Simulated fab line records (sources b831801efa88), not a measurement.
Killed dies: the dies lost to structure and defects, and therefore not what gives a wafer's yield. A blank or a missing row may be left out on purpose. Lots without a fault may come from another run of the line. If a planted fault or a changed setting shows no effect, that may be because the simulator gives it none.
Which of the tools did it? / flow sfq-line / 15 lots, 45 wafers sampled, at 4 steps of a route of 325

## WHAT THE GAUGES READ, wafer by wafer
SFQ_M4_OVL_MEAS_926. Usual: M4_OVL -3 nm, standard deviation 5.3.
lot=L504; measured=day 49 15:50; on=overlay-02; M4_OVL (nm)=-5 -10 -8; flag=
lot=L505; measured=day 49 21:50; on=overlay-01; M4_OVL (nm)=-5 5 -2; flag=
lot=L506; measured=day 53 10:35; on=overlay-01; M4_OVL (nm)=-13 -6 -9; flag=
lot=L507; measured=day 53 11:46; on=overlay-01; M4_OVL (nm)=-9 -3 -2; flag=
lot=L508; measured=day 53 17:46; on=overlay-01; M4_OVL (nm)=7 -2 2; flag=
lot=L513; measured=day 54 08:11; on=overlay-02; M4_OVL (nm)=-9 -9 -11; flag=
lot=L515; measured=day 54 11:47; on=overlay-01; M4_OVL (nm)=-1 1 1; flag=
lot=L517; measured=day 54 22:32; on=overlay-01; M4_OVL (nm)=-5 -1 -1; flag=
lot=L518; measured=day 54 23:44; on=overlay-01; M4_OVL (nm)=6 1 3; flag=
lot=L519; measured=day 57 08:21; on=overlay-02; M4_OVL (nm)=-4 -3 -7; flag=
lot=L520; measured=day 58 15:16; on=overlay-02; M4_OVL (nm)=-8 -1 -3; flag=
lot=L521; measured=day 59 00:53; on=overlay-01; M4_OVL (nm)=-7 -5 -7; flag=
lot=L522; measured=day 59 13:00; on=overlay-02; M4_OVL (nm)=6 5 4; flag=
lot=L523; measured=day 59 16:35; on=overlay-02; M4_OVL (nm)=-3 2 0; flag=
lot=L524; measured=day 64 07:07; on=overlay-01; M4_OVL (nm)=-2 1 -2; flag=

SFQ_I7_OVL_MEAS_947. Usual: I7_OVL -2 nm, standard deviation 5.9.
lot=L504; measured=day 81 14:32; on=overlay-01; I7_OVL (nm)=-6 5 -3; flag=
lot=L505; measured=day 81 18:08; on=overlay-02; I7_OVL (nm)=-12 -4 -5; flag=
lot=L506; measured=day 82 01:20; on=overlay-02; I7_OVL (nm)=- - -; flag=OFF
lot=L507; measured=day 82 04:32; on=overlay-02; I7_OVL (nm)=- - -; flag=OFF
lot=L508; measured=day 82 05:44; on=overlay-02; I7_OVL (nm)=- - -; flag=OFF
lot=L513; measured=day 82 11:46; on=overlay-02; I7_OVL (nm)=2 5 3; flag=
lot=L515; measured=day 85 13:22; on=overlay-02; I7_OVL (nm)=-3 -6 1; flag=
lot=L517; measured=day 85 21:49; on=overlay-02; I7_OVL (nm)=-6 -2 -7; flag=
lot=L518; measured=day 86 04:01; on=overlay-02; I7_OVL (nm)=11 9 4; flag=
lot=L519; measured=day 86 19:26; on=overlay-02; I7_OVL (nm)=1 -9 0; flag=
lot=L520; measured=day 87 00:24; on=overlay-02; I7_OVL (nm)=-7 -9 -7; flag=
lot=L521; measured=day 87 08:57; on=overlay-02; I7_OVL (nm)=11 9 16; flag=
lot=L522; measured=day 87 22:39; on=overlay-01; I7_OVL (nm)=-6 -8 1; flag=
lot=L523; measured=day 87 23:51; on=overlay-01; I7_OVL (nm)=-10 -13 -7; flag=
lot=L524; measured=day 88 21:52; on=overlay-02; I7_OVL (nm)=-7 -8 -5; flag=

## TOOL THAT RAN EACH LOT (tool first, then ch and the chambers of the sampled wafers, then the start)
lot=L504; SFQ_TRILAYER_M4_ETCH_METAL_ETCH_096=rie-metal-01 ch 0,1, day 49 15:58; SFQ_TRILAYER_M6_LITHO_PEB_162=litho-track-03 ch 0, day 76 06:25
lot=L505; SFQ_TRILAYER_M4_ETCH_METAL_ETCH_096=rie-metal-01 ch 1, day 49 21:59; SFQ_TRILAYER_M6_LITHO_PEB_162=litho-track-01 ch 0, day 76 08:46
lot=L506; SFQ_TRILAYER_M4_ETCH_METAL_ETCH_096=rie-metal-02 ch 0,1, day 53 10:40; SFQ_TRILAYER_M6_LITHO_PEB_162=litho-track-02, day 76 17:11
lot=L507; SFQ_TRILAYER_M4_ETCH_METAL_ETCH_096=rie-metal-04 ch 0,1, day 53 11:52; SFQ_TRILAYER_M6_LITHO_PEB_162=litho-track-02, day 76 18:22
lot=L508; SFQ_TRILAYER_M4_ETCH_METAL_ETCH_096=rie-metal-04 ch 0,1, day 53 17:52; SFQ_TRILAYER_M6_LITHO_PEB_162=litho-track-02, day 76 19:34
lot=L513; SFQ_TRILAYER_M4_ETCH_METAL_ETCH_096=rie-metal-02 ch 0,1, day 54 08:19; SFQ_TRILAYER_M6_LITHO_PEB_162=litho-track-03 ch 0, day 77 04:02
lot=L515; SFQ_TRILAYER_M4_ETCH_METAL_ETCH_096=rie-metal-02 ch 0,1, day 54 11:55; SFQ_TRILAYER_M6_LITHO_PEB_162=litho-track-01 ch 0, day 77 07:37
lot=L517; SFQ_TRILAYER_M4_ETCH_METAL_ETCH_096=rie-metal-04 ch 0,1, day 54 22:37; SFQ_TRILAYER_M6_LITHO_PEB_162=litho-track-02 ch 0, day 77 18:23
lot=L518; SFQ_TRILAYER_M4_ETCH_METAL_ETCH_096=rie-metal-02 ch 0, day 54 23:53; SFQ_TRILAYER_M6_LITHO_PEB_162=litho-track-01 ch 0, day 77 21:58
lot=L519; SFQ_TRILAYER_M4_ETCH_METAL_ETCH_096=rie-metal-01 ch 1, day 57 08:26; SFQ_TRILAYER_M6_LITHO_PEB_162=litho-track-01 ch 0, day 79 10:04
lot=L520; SFQ_TRILAYER_M4_ETCH_METAL_ETCH_096=rie-metal-04 ch 0,1, day 58 15:24; SFQ_TRILAYER_M6_LITHO_PEB_162=litho-track-02 ch 0, day 79 14:53
lot=L521; SFQ_TRILAYER_M4_ETCH_METAL_ETCH_096=rie-metal-02 ch 0,1, day 59 00:59; SFQ_TRILAYER_M6_LITHO_PEB_162=litho-track-01 ch 0, day 80 11:25
lot=L522; SFQ_TRILAYER_M4_ETCH_METAL_ETCH_096=rie-metal-02 ch 1, day 59 13:12; SFQ_TRILAYER_M6_LITHO_PEB_162=litho-track-02 ch 0, day 80 22:50
lot=L523; SFQ_TRILAYER_M4_ETCH_METAL_ETCH_096=rie-metal-04 ch 0,1, day 59 16:41; SFQ_TRILAYER_M6_LITHO_PEB_162=litho-track-02 ch 0, day 81 00:01
lot=L524; SFQ_TRILAYER_M4_ETCH_METAL_ETCH_096=rie-metal-01 ch 0,1, day 64 07:13; SFQ_TRILAYER_M6_LITHO_PEB_162=litho-track-03 ch 0, day 82 12:38
- SFQ_TRILAYER_M4_ETCH_METAL_ETCH_096: etches Nb in Cl2/Ar, stops on SiO2, target depth 240 nm, time 120 s.
- SFQ_TRILAYER_M6_LITHO_PEB_162: peb time 60 s.

## AS READ BY THE TOOLS THEMSELVES (means over the sampled wafers that have a number; for cases with no such wafer, the mark the record gives instead)
SFQ_TRILAYER_M4_ETCH_METAL_ETCH_096. Usual: drypump-motor-current-A 5.67 A, standard deviation 0.17; oes-product-au 0.892 a.u., standard deviation 0.007.
lot=L504; tool=rie-metal-01; drypump-motor-current-A (A)=5.60; oes-product-au (a.u.)=0.897; flag=
lot=L505; tool=rie-metal-01; drypump-motor-current-A (A)=5.60; oes-product-au (a.u.)=0.887; flag=
lot=L506; tool=rie-metal-02; drypump-motor-current-A (A)=5.60; oes-product-au (a.u.)=0.886; flag=
lot=L507; tool=rie-metal-04; drypump-motor-current-A (A)=5.83; oes-product-au (a.u.)=0.893; flag=
lot=L508; tool=rie-metal-04; drypump-motor-current-A (A)=5.88; oes-product-au (a.u.)=0.897; flag=
lot=L513; tool=rie-metal-02; drypump-motor-current-A (A)=5.50; oes-product-au (a.u.)=0.896; flag=
lot=L515; tool=rie-metal-02; drypump-motor-current-A (A)=5.51; oes-product-au (a.u.)=0.900; flag=
lot=L517; tool=rie-metal-04; drypump-motor-current-A (A)=5.84; oes-product-au (a.u.)=0.893; flag=
lot=L518; tool=rie-metal-02; drypump-motor-current-A (A)=5.73; oes-product-au (a.u.)=0.889; flag=
lot=L519; tool=rie-metal-01; drypump-motor-current-A (A)=5.61; oes-product-au (a.u.)=0.901; flag=
lot=L520; tool=rie-metal-04; drypump-motor-current-A (A)=5.88; oes-product-au (a.u.)=0.890; flag=
lot=L521; tool=rie-metal-02; drypump-motor-current-A (A)=5.60; oes-product-au (a.u.)=0.893; flag=
lot=L522; tool=rie-metal-02; drypump-motor-current-A (A)=5.40; oes-product-au (a.u.)=0.882; flag=
lot=L523; tool=rie-metal-04; drypump-motor-current-A (A)=5.88; oes-product-au (a.u.)=0.905; flag=
lot=L524; tool=rie-metal-01; drypump-motor-current-A (A)=5.60; oes-product-au (a.u.)=0.884; flag=

SFQ_TRILAYER_M6_LITHO_PEB_162. Usual: chill-plate-temp-C 23.02 C, standard deviation 0.12; exhaust-pa 44.9 Pa, standard deviation 0.87.
lot=L504; tool=litho-track-03; chill-plate-temp-C (C)=23.00; exhaust-pa (Pa)=45.5; flag=
lot=L505; tool=litho-track-01; chill-plate-temp-C (C)=22.95; exhaust-pa (Pa)=46.4; flag=
lot=L506; tool=litho-track-02; chill-plate-temp-C (C)=-; exhaust-pa (Pa)=-; flag=OFF
lot=L507; tool=litho-track-02; chill-plate-temp-C (C)=-; exhaust-pa (Pa)=-; flag=OFF
lot=L508; tool=litho-track-02; chill-plate-temp-C (C)=-; exhaust-pa (Pa)=-; flag=OFF
lot=L513; tool=litho-track-03; chill-plate-temp-C (C)=22.83; exhaust-pa (Pa)=45.1; flag=
lot=L515; tool=litho-track-01; chill-plate-temp-C (C)=22.95; exhaust-pa (Pa)=46.0; flag=
lot=L517; tool=litho-track-02; chill-plate-temp-C (C)=23.28; exhaust-pa (Pa)=45.5; flag=
lot=L518; tool=litho-track-01; chill-plate-temp-C (C)=23.05; exhaust-pa (Pa)=45.7; flag=
lot=L519; tool=litho-track-01; chill-plate-temp-C (C)=23.02; exhaust-pa (Pa)=44.5; flag=
lot=L520; tool=litho-track-02; chill-plate-temp-C (C)=23.17; exhaust-pa (Pa)=43.6; flag=
lot=L521; tool=litho-track-01; chill-plate-temp-C (C)=23.07; exhaust-pa (Pa)=45.3; flag=
lot=L522; tool=litho-track-02; chill-plate-temp-C (C)=23.14; exhaust-pa (Pa)=44.7; flag=
lot=L523; tool=litho-track-02; chill-plate-temp-C (C)=23.08; exhaust-pa (Pa)=45.6; flag=
lot=L524; tool=litho-track-03; chill-plate-temp-C (C)=22.96; exhaust-pa (Pa)=44.1; flag=

## THE ANSWER, worked out from the rows above alone
Rule: a lot counts as off when the mean over its wafers that have a number is more than 3 standard deviations away from the usual mean. A lot without any number at a reading at which 4 lots or more have one is off too. Where the step has rows for the other lots, those lots are counted as sound. After the gauges, taken in route order, come the tools' own readings; for these a lot's mean is taken, as printed above. At the first step where some lot is off, the reading lying furthest off is the one used; lots without a number count as furthest.
Off: L506, L507, L508, seen at SFQ_I7_OVL_MEAS_947 (I7_OVL). Without a number there: L506, L507, L508.
A tool fits if, at a process step before that reading, it ran every lot that is off, and no sound lot after the first of them. The gauges at SFQ_I7_OVL_MEAS_947 aren't tried: what is off there is off at SFQ_TRILAYER_M6_LITHO_PEB_162 too, on other tools, and a gauge's error can't cause that. No candidate that was tried fits.

## WHAT HAD BEEN PUT IN BY THE SIMULATOR
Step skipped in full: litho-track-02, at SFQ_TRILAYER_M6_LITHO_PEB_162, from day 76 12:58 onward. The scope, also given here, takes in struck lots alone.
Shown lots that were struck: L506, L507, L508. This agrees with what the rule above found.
